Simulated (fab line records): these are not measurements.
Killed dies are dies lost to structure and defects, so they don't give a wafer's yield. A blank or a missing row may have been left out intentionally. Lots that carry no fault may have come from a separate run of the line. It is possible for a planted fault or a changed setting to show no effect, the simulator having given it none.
2 desks, one fault | flow gf180mcu | each desk has only its own numbers; what lay behind them comes last

## DESK OF THE TOOL OWNER: pecvd-04
The tool's own readings at GF_CONTACT_CVD_02 (deposits SiO2 from TEOS, target thk 860 nm, time 95.992 s): means of the sampled wafers that have a number, for each lot that ran on this tool. If a lot's mean is further than 4 standard deviations from the usual mean, the lot is out of limits and carries the mark OUT (the distance appears in the brackets).
Columns: A = heater_power_w at GF_CONTACT_CVD_02, usual 679 W; B = rf_fwd_power_W at GF_CONTACT_CVD_02, usual 595.7 W
lot  | first seen here | A   | B
L174 | day 17 14:11    | 665 | 597.5
L177 | day 18 11:48    | 632 | 595.9
L179 | day 19 12:18    | 667 | 597.2
L181 | day 19 20:47    | 635 | 594.1
L187 | day 22 04:58    | 642 | 598.1
L190 | day 23 03:05    | 640 | 597.4
Finding of this desk: none of the 6 lots has anything out of limits.

## METROLOGY DESK
What the gauges read, lot by lot, whatever tool the lot ran on: means of the sampled wafers that have a number. If a lot's mean is further than 4 standard deviations from the usual mean, the lot is out of limits and carries the mark OUT (the distance appears in the brackets).
Columns: A = NSD_TW at GF_NSD_TW_MEAS_12, usual 4213; B = cd_nm at GF_PSD_CD_MEAS_07, usual 399.7 nm; C = CONTACT_CVD_02_THK at GF_CONTACT_THK_MEAS_03, usual 862 nm
lot  | first seen here | A    | B     | C
L168 | day 13 15:02    | 4220 | 398.9 | 853
L170 | day 13 22:02    | 4211 | 400.5 | 863
L174 | day 15 15:16    | 4337 | 396.9 | 857
L177 | day 16 13:00    | 4190 | 397.5 | 1050 (+17) OUT
L179 | day 17 11:26    | 4187 | 400.7 | 993 (+12) OUT
L181 | day 17 19:32    | 4315 | 399.6 | 1056 (+18) OUT
L183 | day 18 23:17    | 4310 | 399.2 | 871
L185 | day 19 11:46    | 4187 | 399.3 | 857
L186 | day 19 15:18    | 4194 | 396.8 | 874
L187 | day 20 03:20    | 4201 | 401.4 | 872
L189 | day 20 18:45    | 4200 | 402.5 | 870
L190 | day 21 02:48    | 4202 | 395.0 | 852
L191 | day 21 04:02    | 4199 | 398.4 | 864
This desk finds L177, L179, L181 out of limits, with the earliest case on L177 at day 18 11:53 (CONTACT_CVD_02_THK at GF_CONTACT_THK_MEAS_03). L168, L170, L174, L183, L185, L186, L187, L189, L190, L191: within limits.

## TAKEN TOGETHER
Metrology desk: alarm possible at day 18 11:53 on L177, L179, L181.
The desk of the tool owner found nothing out of limits.
The tool owner's desk has L177, L179, L181 on record, within its limits.
Every lot named ran GF_CONTACT_CVD_02 on pecvd-04.

## WHAT THE SIMULATOR PUT IN
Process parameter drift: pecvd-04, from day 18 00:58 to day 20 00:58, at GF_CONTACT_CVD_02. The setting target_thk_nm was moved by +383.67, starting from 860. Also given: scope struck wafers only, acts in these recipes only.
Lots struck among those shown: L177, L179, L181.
Time in hours between the start of the fault and the first out-of-limits reading at each desk: metrology desk, 11.
